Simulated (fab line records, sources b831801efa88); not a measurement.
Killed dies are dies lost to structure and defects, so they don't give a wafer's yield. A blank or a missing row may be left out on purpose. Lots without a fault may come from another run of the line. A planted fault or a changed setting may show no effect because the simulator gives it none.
Which tool did it? | flow sky130 | 7 lots, 21 wafers sampled, at 2 steps of a route of 708

WHAT THE GAUGES READ, wafer by wafer
SKY_METAL2_THK_MEAS_06: measures by xrf.
lot  | measured     | on            | METAL2_ALCU_THK (nm)
L592 | day 34 08:03 | film_metro-02 | 247 246 246
L597 | day 36 13:55 | film_metro-02 | 251 254 252
L600 | day 37 06:51 | film_metro-01 | 287 285 288
L607 | day 39 10:31 | film_metro-03 | 251 253 251
L609 | day 39 21:47 | film_metro-01 | 249 250 248
L611 | day 40 04:43 | film_metro-03 | 252 252 250
L614 | day 40 22:46 | film_metro-01 | 252 256 253

WHICH TOOL RAN EACH LOT (tool, then ch and the chambers of the sampled wafers, then the start)
lot  | SKY_METAL2_SPUTTER_04
L592 | pvd_sputter-04, day 34 07:52
L597 | pvd_sputter-04, day 36 13:44
L600 | pvd_sputter-04, day 37 06:41
L607 | pvd_sputter-04, day 39 10:21
L609 | pvd_sputter-02, day 39 21:36
L611 | pvd_sputter-04, day 40 04:33
L614 | pvd_sputter-04, day 40 22:34
- SKY_METAL2_SPUTTER_04: material TiN, target thk 70 nm, time 58.3 s.

THE ANSWER, worked out from the rows above alone
Rule: what is usual is taken from the lots themselves. Put in order of their means at a reading, lots are off if they are a third of the lots or fewer, leave a main group of 4 or more, and stand apart from it by a gap of 3 or more times the standard deviation of the main group's means; of several such gaps the widest counts. A main group whose means are all the same, to the digits that the tables above print for the reading, isn't used. A lot without any number at a reading at which 4 lots or more have one is off too. The other lots that the step has rows for count as sound.
Off: L600, at SKY_METAL2_THK_MEAS_06 (METAL2_ALCU_THK). The main group: mean 251 nm, standard deviation 2.4.
A tool fits if, at a process step before that reading, it ran every lot that is off, and no sound lot after the first of them. The gauges at SKY_METAL2_THK_MEAS_06 are tried like those tools. None of those tried fits.

WHAT THE SIMULATOR HAD PUT IN
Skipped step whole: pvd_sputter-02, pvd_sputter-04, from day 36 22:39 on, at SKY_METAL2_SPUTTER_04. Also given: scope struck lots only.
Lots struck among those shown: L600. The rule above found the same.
